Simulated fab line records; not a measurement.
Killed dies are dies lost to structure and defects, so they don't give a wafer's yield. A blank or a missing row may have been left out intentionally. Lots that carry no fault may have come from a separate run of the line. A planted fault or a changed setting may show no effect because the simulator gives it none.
The tool behind it: which one? + flow gf180mcu + 33 wafers from 11 lots sampled at 4 of the route's 602 steps

== WHAT EACH GAUGE READ, for each wafer ==
GF_PSD_RS_MEAS_14: a four-point-probe measurement.
| lot  | measured     | on           | NSD_RS (ohm/sq)                     |
|------|--------------|--------------|-------------------------------------|
| L932 | day 14 18:37 | filmMetro-01 | 46.09 46.24 46.30                   |
| L933 | day 14 20:35 | filmMetro-01 | 46.18 46.12 46.16                   |
| L934 | day 15 11:43 | filmMetro-02 | 46.09 46.14 46.09                   |
| L935 | day 15 11:56 | filmMetro-01 | 46.20 46.18 46.25                   |
| L939 | day 17 03:08 | filmMetro-01 | 46.08 46.04 46.08                   |
| L942 | day 18 01:07 | filmMetro-01 | 46.38 46.41 46.38                   |
| L944 | day 18 22:53 | filmMetro-01 | 46.28 46.36 46.15                   |
| L946 | day 19 14:14 | filmMetro-03 | 42.60 42.70 42.72 42.72 42.64 42.69 |
| L947 | day 19 17:05 | filmMetro-01 | 42.77 42.80 42.84 42.64 42.74 42.77 |
| L953 | day 21 20:28 | filmMetro-03 | 46.18 46.11 46.10                   |
| L954 | day 22 06:19 | filmMetro-02 | 46.17 46.12 46.18                   |

GF_PSD_RS_MEAS_15: a four-point-probe measurement.
| lot  | measured     | on           | PSD_RS (ohm/sq)               |
|------|--------------|--------------|-------------------------------|
| L932 | day 14 18:44 | filmMetro-01 | 108.4 109.2 108.8             |
| L933 | day 14 20:43 | filmMetro-01 | 108.6 108.4 108.9             |
| L934 | day 15 11:50 | filmMetro-02 | 108.2 108.2 108.1             |
| L935 | day 15 12:03 | filmMetro-01 | 108.7 108.5 108.8             |
| L939 | day 17 03:15 | filmMetro-01 | 108.6 108.7 108.5             |
| L942 | day 18 01:14 | filmMetro-01 | 108.7 109.1 109.1             |
| L944 | day 18 23:00 | filmMetro-01 | 108.5 108.7 109.1             |
| L946 | day 19 16:34 | filmMetro-03 | 98.4 98.6 98.8 98.3 98.6 98.7 |
| L947 | day 19 19:26 | filmMetro-01 | 99.0 99.2 99.3 98.9 99.1 99.3 |
| L953 | day 21 20:35 | filmMetro-03 | 108.5 108.2 108.5             |
| L954 | day 22 06:26 | filmMetro-02 | 108.2 108.6 108.7             |

== EACH LOT AND THE TOOL THAT RAN IT (in order: tool; ch and the chambers of the sampled wafers; start) ==
| lot  | GF_MVSD_STRIP_10                   | GF_PSD_RTA_13                   |
|------|------------------------------------|---------------------------------|
| L932 | plasmaAsher-02 ch 1, day 4 16:08   | rtpAnneal-02 ch 0, day 14 18:32 |
| L933 | plasmaAsher-03 ch 0,1, day 4 20:32 | rtpAnneal-02 ch 0, day 14 20:30 |
| L934 | plasmaAsher-03 ch 1, day 5 05:16   | rtpAnneal-01 ch 0, day 15 11:37 |
| L935 | plasmaAsher-02 ch 0,1, day 5 08:50 | rtpAnneal-01 ch 0, day 15 11:44 |
| L939 | plasmaAsher-01 ch 0,1, day 6 07:56 | rtpAnneal-01 ch 0, day 17 03:02 |
| L942 | plasmaAsher-01 ch 0,1, day 7 04:47 | rtpAnneal-02 ch 0, day 18 00:57 |
| L944 | plasmaAsher-03 ch 0,1, day 7 15:43 | rtpAnneal-02 ch 0, day 18 22:47 |
| L946 | plasmaAsher-01 ch 0, day 8 05:11   | rtpAnneal-02 ch 0, day 19 14:09 |
| L947 | plasmaAsher-01 ch 0,1, day 8 08:07 | rtpAnneal-02 ch 0, day 19 17:00 |
| L953 | plasmaAsher-02 ch 0,1, day 9 18:50 | rtpAnneal-01 ch 0, day 21 20:22 |
| L954 | plasmaAsher-01 ch 0,1, day 9 23:59 | rtpAnneal-01 ch 0, day 22 06:10 |
- GF_MVSD_STRIP_10: strips in O2/N2.
- GF_PSD_RTA_13: time 20 s.

== WHAT THE TOOLS THEMSELVES READ (means of the sampled wafers that have a number; where no wafer has one, the mark that the record gives instead) ==
GF_MVSD_STRIP_10.
| lot  | tool           | chamberPressureMTorr (mTorr) | drypumpMotorCurrentA (A) | heaterPowerW (W) | oesProductAu (a.u.) | stripTimeToEndpointS (s) |
|------|----------------|------------------------------|--------------------------|------------------|---------------------|--------------------------|
| L932 | plasmaAsher-02 | 1499.1                       | 5.6                      | 322              | 0.722               | 37.00                    |
| L933 | plasmaAsher-03 | 1499.3                       | 6.2                      | 359              | 0.720               | 36.94                    |
| L934 | plasmaAsher-03 | 1499.9                       | 5.5                      | 326              | 0.720               | 36.99                    |
| L935 | plasmaAsher-02 | 1500.7                       | 5.9                      | 351              | 0.722               | 36.79                    |
| L939 | plasmaAsher-01 | 1499.1                       | 5.4                      | 346              | 0.723               | 36.95                    |
| L942 | plasmaAsher-01 | 1499.1                       | 5.5                      | 342              | 0.720               | 36.93                    |
| L944 | plasmaAsher-03 | 1499.2                       | 6.1                      | 363              | 0.722               | 36.86                    |
| L946 | plasmaAsher-01 | 1500.0                       | 5.5                      | 353              | 0.724               | 36.89                    |
| L947 | plasmaAsher-01 | 1500.0                       | 5.5                      | 346              | 0.721               | 36.86                    |
| L953 | plasmaAsher-02 | 1500.5                       | 5.9                      | 348              | 0.719               | 36.95                    |
| L954 | plasmaAsher-01 | 1500.8                       | 5.4                      | 341              | 0.724               | 36.92                    |

GF_PSD_RTA_13.
| lot  | tool         | lampPowerPct (%) | wafer_temp_C_max |
|------|--------------|------------------|------------------|
| L932 | rtpAnneal-02 | 38               | 1030.1           |
| L933 | rtpAnneal-02 | 38               | 1030.9           |
| L934 | rtpAnneal-01 | 45               | 1028.4           |
| L935 | rtpAnneal-01 | 45               | 1029.4           |
| L939 | rtpAnneal-01 | 45               | 1028.9           |
| L942 | rtpAnneal-02 | 38               | 1030.8           |
| L944 | rtpAnneal-02 | 38               | 1031.0           |
| L946 | rtpAnneal-02 | 40               | 1030.1           |
| L947 | rtpAnneal-02 | 41               | 1031.1           |
| L953 | rtpAnneal-01 | 45               | 1029.6           |
| L954 | rtpAnneal-01 | 45               | 1028.7           |

== THE ANSWER, worked out from the rows above alone ==
Rule: what is usual is taken from the lots themselves. Put in order of their means at a reading, lots are off if they are a third of the lots or fewer, leave a main group of 4 or more, and stand apart from it by a gap of 3 or more times the standard deviation of the main group's means; of several such gaps the widest counts. A main group whose means are all the same, to the digits that the tables above print for the reading, isn't used. Also off: a lot with no number at a reading for which 4 or more lots have one. The other lots that the step has rows for count as sound. After the gauges, taken in route order, come the tools' own readings; for these a lot's mean is taken, as printed above. The first step at which some lot is off is used, and at that step the reading that is off furthest; a lot without a number counts as furthest.
Off: L946, L947, at GF_PSD_RS_MEAS_14 (NSD_RS). For the main group the mean is 46.19 ohm/sq and the standard deviation 0.091.
A tool fits if, at a process step before that reading, it ran every lot that is off, and no sound lot after the first of them. Those tools and the gauges at GF_PSD_RS_MEAS_14 are tried in the same way. One candidate fits, namely rtpAnneal-02 at GF_PSD_RTA_13. A fault onset in the window from L944 (day 18 22:47, its last sound lot) to L946 (day 19 14:09, its first lot off) fits.

== WHAT THE SIMULATOR HAD PUT IN ==
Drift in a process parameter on rtpAnneal-02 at GF_PSD_RTA_13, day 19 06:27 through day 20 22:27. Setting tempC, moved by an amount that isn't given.
Lots struck among those shown: L946, L947. The rule above found the same.
